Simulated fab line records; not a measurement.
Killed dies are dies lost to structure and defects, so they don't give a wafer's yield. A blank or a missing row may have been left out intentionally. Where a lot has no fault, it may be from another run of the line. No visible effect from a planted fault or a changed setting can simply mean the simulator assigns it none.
Comparing a struck lot with a sound one / flow sky130 / 42 steps out of a route of 708
Sound: wafers L379.1, L379.3, L379.6. Wafers L390.1, L390.4, L390.5 were the ones struck. The cause is named last.
Order at every step that has rows: each side's tool, ch and its chambers, its first start. Under that, the readings that differ: sound wafers / struck wafers / difference of the means / sigmas: that difference in standard deviations of wafers without a fault.
alike: same words and numbers on both sides, and readings whose means sit less than 2 such deviations apart. not compared: any withheld reading, any reading some wafer has no value for, any bound like >300 that may hide the same value, and any number with overlapping values for which the record gives no deviation.
A row with sigmas, a row that says differs or no value, or rows on one side alone: a step with any of these is where the two part. Non-overlapping numbers with no deviation appear without sigmas and do not part them. A reading missing from all wafers of one side parts the sides only when that side holds two or more wafers.

first, 1 step without rows for these wafers: SKY_RES_XHIGH_IMPLANT_07.
SKY_RES_XHIGH_STRIP_08: strips in O2/N2.
  sound on plasma-asher-04 ch 0, day 26 11:21; struck on plasma-asher-02 ch 1, day 31 08:30
  alike: drypump-motor-current-A, oes-product-au, strip-time-to-endpoint-s
  not compared: rf-hours-counter-h
SKY_RES_XHIGH_TW_MEAS_09:
  sound on film-metro-01 at day 26 11:27; struck on film-metro-03 at day 31 08:36
reading=RES_XHIGH_TW; sound=1658 1656 1654; struck=1634 1634 1631; difference=-23; sigmas=-3
then, 7 steps without rows for these wafers: SKY_SD_N_DEHYDRATE_00 (time 60 s); SKY_SD_N_HMDS_01 (prime time 60 s); SKY_SD_N_COAT_02 (resist thk 1140 nm); SKY_SD_N_SOFTBAKE_03 (time 60 s); SKY_SD_N_EXPOSE_04 (exposes mask NSDM, target cd 380 nm); SKY_SD_N_PEB_05; SKY_SD_N_DEVELOP_06 (develop time 60 s).
SKY_SD_N_CD_MEAS_07 targets a cd of 380 nm.
  sound on cd-sem-01 at day 27 16:13; struck on cd-sem-01 at day 32 12:06
  alike: cd-nm
SKY_SD_N_OVL_MEAS_08:
  sound on overlay-02 at day 27 16:20; struck on overlay-01 at day 32 12:13
  alike: SD_N_OVL
SKY_SD_N_IMPLANT_09:
  sound on implanter-02 ch 0, day 27 16:22; struck on implanter-02 ch 0, day 32 12:16
  alike: end-station-pressure-torr
then, 1 step without rows for these wafers: SKY_SD_N_IMPLANT_10.
SKY_SD_N_STRIP_11: strips in O2/N2.
  sound on plasma-asher-01 ch 0,1, day 27 16:40; struck on plasma-asher-04 ch 0,1, day 32 12:34
  alike: drypump-motor-current-A, oes-product-au, strip-time-to-endpoint-s
  not compared: rf-hours-counter-h
SKY_SD_N_TW_MEAS_12:
  sound on film-metro-03 at day 27 16:46; struck on film-metro-01 at day 32 12:40
  alike: SD_N_TW
then, 1 step without rows for these wafers: SKY_SD_N_CLEAN_13 (cleans in SC1/SC2, time 150 s).
SKY_SD_N_RTA_14: time 2 s.
  sound on rtp-anneal-01 ch 0, day 27 16:53; struck on rtp-anneal-01 ch 0, day 32 12:46
  alike: lamp-power-pct, wafer_temp_C_max
SKY_SD_N_RS_MEAS_16: measures by four-point-probe.
  sound on film-metro-03 at day 27 17:04; struck on film-metro-01 at day 32 12:56
reading=SD_N_RS (ohm/sq); sound=68.26 68.30 68.37; struck=68.49 68.56 68.51; difference=+0.21; sigmas=+2
SKY_SD_N_RS_MEAS_17: measures by four-point-probe.
  sound on film-metro-03 at day 27 17:11; struck on film-metro-01 at day 32 13:04
  alike: SD_P_RS
SKY_SD_N_RS_MEAS_18: measures by four-point-probe.
  sound on film-metro-03 at day 27 17:18; struck on film-metro-01 at day 32 13:11
  alike: RES_XHIGH_RS
then, 2 steps without rows for these wafers: SKY_SALICIDE_CLEAN_00 (cleans in HF-last, time 30 s); SKY_LI_CONTACT_HDPCVD_00 (deposits PSG, target thk 930 nm, time 155 s).
SKY_LI_CONTACT_THK_MEAS_01:
  sound on film-metro-04 at day 27 17:32; struck on film-metro-04 at day 32 13:25
  alike: LI_CONTACT_HDPCVD_THK
then, 1 step without rows for these wafers: SKY_LI_CONTACT_CMP_02 (polishes PSG).
SKY_LI_CONTACT_BOW_MEAS_03:
  sound on film-metro-04 at day 27 17:54; struck on film-metro-01 at day 32 13:47
  alike: LI_CONTACT_BOW
then, 8 steps without rows for these wafers: SKY_LI_CONTACT_DEHYDRATE_04 (time 60 s); SKY_LI_CONTACT_HMDS_05 (prime time 60 s); SKY_LI_CONTACT_COAT_06 (resist thk 60 nm); SKY_LI_CONTACT_COAT_07 (resist thk 450 nm); SKY_LI_CONTACT_SOFTBAKE_08 (time 90 s); SKY_LI_CONTACT_EXPOSE_09 (exposes mask LICM1, target cd 170 nm); SKY_LI_CONTACT_PEB_10; SKY_LI_CONTACT_DEVELOP_11 (develop time 60 s).
SKY_LI_CONTACT_CD_MEAS_12 targets a cd of 170 nm.
  sound on cd-sem-02 at day 28 22:00; struck on cd-sem-01 at day 33 16:42
  alike: cd-nm
SKY_LI_CONTACT_OVL_MEAS_13:
  sound on overlay-02 at day 28 22:07; struck on overlay-02 at day 33 16:49
  alike: LI_CONTACT_OVL
SKY_LI_CONTACT_ETCH_14: etches BARC in N2/H2, stops on SiO2, time 45.9 s, target depth 60 nm.
  sound on rie-diel-02 ch 0,1, day 28 22:10; struck on rie-diel-01 ch 0,3, day 33 16:52
  alike: drypump-motor-current-A, oes-product-au, throttle-valve-pct
  not compared: rf-hours-counter-h
then, 1 step without rows for these wafers: SKY_LI_CONTACT_ETCH_15 (etches PSG in C4F8/O2/Ar, stops on Si, target depth 600 nm).
SKY_LI_CONTACT_STRIP_16: strips in O2/N2.
  sound on plasma-asher-01 ch 0, day 28 22:17; struck on plasma-asher-01 ch 0,1, day 33 16:59
  alike: drypump-motor-current-A, oes-product-au, strip-time-to-endpoint-s
  not compared: rf-hours-counter-h
then, 2 steps without rows for these wafers: SKY_LI_CONTACT_CLEAN_17 (cleans in NMP, time 600 s); SKY_LI_CONTACT_PRE_CLEAN_18 (time 5.6 s).
-- a jump in the record: the struck wafers' starts before and after are 15 days apart (it breaks off in module LI_CONTACT and resumes in module PAD_OPEN, where the first step shown is number 708 of the route) --
SKY_PAD_OPEN_PROBE_99:
  sound on prober-01 at day 45 22:15; struck on prober-01 at day 49 00:25
reading=model.etest.nfet_16v.r-on-ohm-um; sound=1.385e+04 1.387e+04 1.385e+04; struck=1.485e+04 1.485e+04 1.491e+04; difference=+1.013e+03; sigmas=
reading=model.etest.nfet-g5v0d10v5.r-on-ohm-um; sound=1856 1864 1865; struck=2047 2055 2052; difference=+190; sigmas=
reading=model.etest.nfet_01v8.r-on-ohm-um; sound=796.1 796.5 809; struck=888.4 868.7 896.4; difference=+84.0; sigmas=
reading=model.etest.sonos-uncharged.r-on-ohm-um; sound=779.8 807 804.8; struck=849.1 852.4 859.9; difference=+56.6; sigmas=
reading=model.etest.nfet_05v0_nvt.drive-ua-um; sound=582.8 584.4 586.9; struck=551.3 543.3 549.1; difference=-36.8; sigmas=
reading=model.etest.nfet_01v8_lvt.drive-ua-um; sound=595.7 599.7 596.9; struck=558.8 565.1 550.5; difference=-39.3; sigmas=
reading=model.etest.nfet-g5v0d10v5.drive-ua-um; sound=613.5 612.7 620; struck=590.1 579.5 584.3; difference=-30.8; sigmas=
reading=model.etest.nfet_01v8.drive-ua-um; sound=525.2 524.2 520.4; struck=489.9 495.3 480.4; difference=-34.7; sigmas=
  alike: killed_at_M0_to_M3, killed_at_M4_up, killed-at-contacts, killed-at-front-end, killed-at-other, killed-dies, killed-open, killed-short

== WHERE THEY PART ==
Earliest at SKY_RES_XHIGH_TW_MEAS_09; latest, in this record, at SKY_SD_N_RS_MEAS_16. Later steps at which nothing parts them and some readings are alike: SKY_SD_N_RS_MEAS_17, SKY_SD_N_RS_MEAS_18, SKY_LI_CONTACT_THK_MEAS_01, SKY_LI_CONTACT_BOW_MEAS_03, SKY_LI_CONTACT_CD_MEAS_12, SKY_LI_CONTACT_OVL_MEAS_13, SKY_LI_CONTACT_ETCH_14, SKY_LI_CONTACT_STRIP_16, SKY_PAD_OPEN_PROBE_99.

WHY: what the simulator had put in
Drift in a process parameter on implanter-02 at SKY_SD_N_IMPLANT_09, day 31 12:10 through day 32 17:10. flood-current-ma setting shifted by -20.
